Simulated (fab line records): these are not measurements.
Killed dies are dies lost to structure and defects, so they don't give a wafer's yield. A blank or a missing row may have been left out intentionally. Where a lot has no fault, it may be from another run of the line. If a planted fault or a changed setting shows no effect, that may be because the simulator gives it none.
Commonality check across tools -- flow sfq_line -- Sampled: 14 lots, 48 wafers

== REASON IT WAS OPENED ==
Of 14 lots, 2 have the reading JJ_NB_RS flagged at SFQ_JJ_RS_MEAS_929. Wafers without a fault read 1.048 ohm/sq, standard deviation 0.01.
Rule: a lot gets a flag if all its wafers with a number sit over 4 standard deviations from that mean, or if no wafer of it has a number. All remaining lots are regarded as sound.

lot,measured,on,"JJ_NB_RS (ohm/sq), wafer by wafer",flag
L236,day 52 05:28,film_metro-03,1.037 1.048 1.039,
L237,day 53 15:08,film_metro-02,1.044 1.038 1.046,
L238,day 53 18:47,film_metro-03,1.038 1.050 1.041,
L239,day 53 21:11,film_metro-01,1.062 1.061 1.063,
L240,day 54 00:44,film_metro-03,1.050 1.051 1.036,
L241,day 55 15:07,film_metro-01,1.045 1.046 1.045,
L244,day 55 22:04,film_metro-01,1.043 1.051 1.045,
L249,day 56 10:04,film_metro-01,1.059 1.038 1.049,
L250,day 56 12:54,film_metro-01,0.911 0.920 0.918 0.910 0.921 0.917,FLAGGED
L252,day 57 02:13,film_metro-03,0.922 0.916 0.910 0.922 0.917 0.912,FLAGGED
L256,day 64 23:41,film_metro-01,1.033 1.031 1.027,
L257,day 65 14:06,film_metro-03,1.044 1.036 1.026,
L258,day 65 17:41,film_metro-03,1.022 1.028 1.032,
L259,day 69 22:37,film_metro-03,1.061 1.072 1.051,
Average over the flagged lots: 0.916 ohm/sq; offset from the usual -0.132 ohm/sq, equal to -13 standard deviations.

== WHICH TOOL EACH LOT WENT THROUGH ==
The record holds 1 process step before the reading, out of a route of 325 steps. Cell contents, in order: the tool; ch with the chambers the sampled wafers went through; the start.
lot,flag,SFQ_TRILAYER_JJ_TRILAYER_DEP_SPUTTER_112
L236,,"pvd_sputter-05, day 52 05:23"
L237,,"pvd_sputter-06, day 53 15:04"
L238,,"pvd_sputter-05, day 53 18:40"
L239,,"pvd_sputter-06, day 53 21:04"
L240,,"pvd_sputter-03, day 54 00:40"
L241,,"pvd_sputter-06, day 55 15:01"
L244,,"pvd_sputter-06, day 55 21:59"
L249,,"pvd_sputter-05, day 56 09:59"
L250,FLAGGED,"pvd_sputter-06, day 56 12:47"
L252,FLAGGED,"pvd_sputter-06, day 57 02:07"
L256,,"pvd_sputter-03, day 64 23:36"
L257,,"pvd_sputter-05, day 65 14:00"
L258,,"pvd_sputter-03, day 65 17:36"
L259,,"pvd_sputter-06, day 69 22:32"
What the steps here do:
- SFQ_TRILAYER_JJ_TRILAYER_DEP_SPUTTER_112: material Nb, target thk 170 nm, time 113.3 s.
- SFQ_JJ_RS_MEAS_929: measures by four-point-probe.

== FLAGGED OVER TOTAL, TOOL BY TOOL (the gauges that took the reading come last) ==
step,tool,lots run,flagged,share of the flagged lots,sound lots run after its first flagged lot
SFQ_TRILAYER_JJ_TRILAYER_DEP_SPUTTER_112,pvd_sputter-03,3,0,none,-
SFQ_TRILAYER_JJ_TRILAYER_DEP_SPUTTER_112,pvd_sputter-05,4,0,none,-
SFQ_TRILAYER_JJ_TRILAYER_DEP_SPUTTER_112,pvd_sputter-06,7,2,all,1 (L259)
SFQ_JJ_RS_MEAS_929,film_metro-01,6,1,some,1 (L256)
SFQ_JJ_RS_MEAS_929,film_metro-02,1,0,none,-
SFQ_JJ_RS_MEAS_929,film_metro-03,7,1,some,"3 (L257,L258,L259)"

== WHAT THE TABLE ALLOWS ==
1 row of the table ran every flagged lot: pvd_sputter-06 at SFQ_TRILAYER_JJ_TRILAYER_DEP_SPUTTER_112.
- pvd_sputter-06 at SFQ_TRILAYER_JJ_TRILAYER_DEP_SPUTTER_112: 2 of its 7 lots flagged. Sound lots followed the first flagged one (L259) on it, something a lasting fault affecting the whole tool could not allow. Its own readings lie more than 4 standard deviations out on every wafer of the flagged lots: cathode_dc_power_W.
Every row of the table either missed a flagged lot or ran a sound lot after the first.

== WHAT HAD BEEN PUT IN BY THE SIMULATOR ==
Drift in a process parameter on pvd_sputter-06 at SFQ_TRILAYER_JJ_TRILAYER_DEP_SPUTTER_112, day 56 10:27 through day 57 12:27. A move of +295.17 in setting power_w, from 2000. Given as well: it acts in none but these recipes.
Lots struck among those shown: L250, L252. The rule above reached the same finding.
